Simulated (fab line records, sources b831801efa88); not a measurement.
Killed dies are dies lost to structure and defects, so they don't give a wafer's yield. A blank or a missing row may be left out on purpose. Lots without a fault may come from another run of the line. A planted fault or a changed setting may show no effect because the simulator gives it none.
Which tool did it? | flow gf180mcu | 13 lots, 39 wafers sampled, at 2 steps of a route of 602

WHAT THE GAUGES READ, wafer by wafer
GF_HV_LDD_THK_MEAS_55.
lot  | measured     | on            | HV_LDD_CVD_54_THK (nm)
L376 | day 12 22:47 | film_metro-02 | 10.14 10.11 10.12
L377 | day 13 05:02 | film_metro-02 | 9.99 9.99 9.99
L379 | day 13 15:09 | film_metro-01 | 9.80 9.76 9.66
L380 | day 13 23:05 | film_metro-03 | 9.82 9.71 9.83
L381 | day 14 06:35 | film_metro-02 | 10.06 9.98 10.04
L382 | day 14 17:35 | film_metro-01 | 10.17 10.08 10.16
L391 | day 17 19:03 | film_metro-03 | 10.23 10.12 10.17
L392 | day 18 01:58 | film_metro-01 | 9.93 10.02 10.12
L393 | day 18 06:13 | film_metro-03 | 10.10 10.28 10.07
L395 | day 19 01:33 | film_metro-01 | 10.09 10.08 9.98
L396 | day 19 11:37 | film_metro-03 | 10.17 10.02 10.08
L397 | day 19 17:52 | film_metro-02 | 10.17 10.29 10.27
L398 | day 20 01:58 | film_metro-03 | 9.97 9.97 9.96

WHICH TOOL RAN EACH LOT (tool, then ch and the chambers of the sampled wafers, then the start)
lot  | GF_HV_LDD_RTA_52
L376 | rtp_anneal-02 ch 0, day 12 21:35
L377 | rtp_anneal-02 ch 0, day 13 03:19
L379 | rtp_anneal-01 ch 0, day 13 13:26
L380 | rtp_anneal-02 ch 0, day 13 21:53
L381 | rtp_anneal-02 ch 0, day 14 05:23
L382 | rtp_anneal-01 ch 0, day 14 16:08
L391 | rtp_anneal-02 ch 0, day 17 17:51
L392 | rtp_anneal-01 ch 0, day 18 00:46
L393 | rtp_anneal-01 ch 0, day 18 05:01
L395 | rtp_anneal-02 ch 0, day 19 00:21
L396 | rtp_anneal-01 ch 0, day 19 10:25
L397 | rtp_anneal-01 ch 0, day 19 16:40
L398 | rtp_anneal-01 ch 0, day 20 00:46
- GF_HV_LDD_RTA_52: time 10 s.

WHAT THE TOOLS THEMSELVES READ (means of the sampled wafers that have a number; where no wafer has one, the mark that the record gives instead)
GF_HV_LDD_RTA_52.
lot  | tool          | chamber_o2_ppm | lamp_power_pct (%) | wafer_temp_C_max
L376 | rtp_anneal-02 | 2.014          | 30.3               | 1006.4
L377 | rtp_anneal-02 | 1.972          | 30.3               | 1006.6
L379 | rtp_anneal-01 | 2.008          | 34.7               | 1003.6
L380 | rtp_anneal-02 | 2.024          | 30.3               | 1006.0
L381 | rtp_anneal-02 | 1.985          | 30.3               | 1005.8
L382 | rtp_anneal-01 | 1.997          | 34.7               | 1003.7
L391 | rtp_anneal-02 | 1.976          | 30.3               | 1005.6
L392 | rtp_anneal-01 | 1.976          | 34.7               | 1003.6
L393 | rtp_anneal-01 | 1.973          | 34.7               | 1003.9
L395 | rtp_anneal-02 | 1.990          | 30.4               | 1005.2
L396 | rtp_anneal-01 | 2.005          | 34.7               | 1003.4
L397 | rtp_anneal-01 | 2.009          | 34.7               | 1003.9
L398 | rtp_anneal-01 | 1.992          | 34.7               | 1003.4

THE ANSWER, worked out from the rows above alone
Rule: what is usual is taken from the lots themselves. Put in order of their means at a reading, lots are off if they are a third of the lots or fewer, leave a main group of 4 or more, and stand apart from it by a gap of 3 or more times the standard deviation of the main group's means; of several such gaps the widest counts. A main group whose means are all the same, to the digits that the tables above print for the reading, isn't used. A lot without any number at a reading at which 4 lots or more have one is off too. The other lots that the step has rows for count as sound. The gauges are gone through in route order, then the tools' own readings, and for those a lot's mean is taken as printed above. The first step at which some lot is off is used, and at that step the reading that is off furthest; a lot without a number counts as furthest.
No lot is off at any reading shown: from this, nothing can be told.

WHAT THE SIMULATOR HAD PUT IN
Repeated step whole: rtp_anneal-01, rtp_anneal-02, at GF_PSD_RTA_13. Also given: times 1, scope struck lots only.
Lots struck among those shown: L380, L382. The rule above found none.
